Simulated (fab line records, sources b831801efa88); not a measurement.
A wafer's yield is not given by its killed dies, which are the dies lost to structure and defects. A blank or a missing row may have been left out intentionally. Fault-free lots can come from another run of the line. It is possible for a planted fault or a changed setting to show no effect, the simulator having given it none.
One fault through the eyes of 2 desks ; flow sky130 ; each desk holds nothing but its own numbers, with what lay behind them at the end

AT THE METROLOGY DESK
Means of the sampled wafers that have a number, per lot and without regard to the tool the lot ran on: this is what the gauges read. If a lot's mean is further than 4 standard deviations from the usual mean, the lot is out of limits and carries the mark OUT (the distance appears in the brackets).
Columns: A = VIA1_W_RS at SKY_VIA1_RS_MEAS_22, usual 0.424 ohm/sq; B = VIA1_W_THK at SKY_VIA1_THK_MEAS_23, usual 273 nm
lot;first seen here;A;B
L479;day 35 06:19;0.428;273
L482;day 36 08:50;0.423;273
L495;day 40 10:44;0.409;284
L496;day 41 01:30;0.426;274
L498;day 41 11:29;0.425;273
L499;day 41 19:38;0.434;269
This desk's finding: nothing out of limits on any of the 6 lots.

THE TOOL OWNER'S DESK: pvdSputter-04
The tool's own readings at SKY_METAL2_SPUTTER_03 (material Ti, target thk 5 nm, time 3.3 s): means of the sampled wafers that have a number, for each lot that ran on this tool. If a lot's mean is further than 4 standard deviations from the usual mean, the lot is out of limits and carries the mark OUT (the distance appears in the brackets).
Columns: A = throttleValvePct at SKY_METAL2_SPUTTER_03, usual 29.5 %
lot;first seen here;A
L482;day 36 09:24;29.4
L495;day 40 11:24;30.0
L496;day 41 02:01;30.6
This desk's finding: nothing out of limits on any of the 3 lots.

ALL TOGETHER
The metrology desk saw nothing out of limits.
Nothing out of limits was seen by the tool owner's desk.

WHAT THE SIMULATOR HAD PUT IN
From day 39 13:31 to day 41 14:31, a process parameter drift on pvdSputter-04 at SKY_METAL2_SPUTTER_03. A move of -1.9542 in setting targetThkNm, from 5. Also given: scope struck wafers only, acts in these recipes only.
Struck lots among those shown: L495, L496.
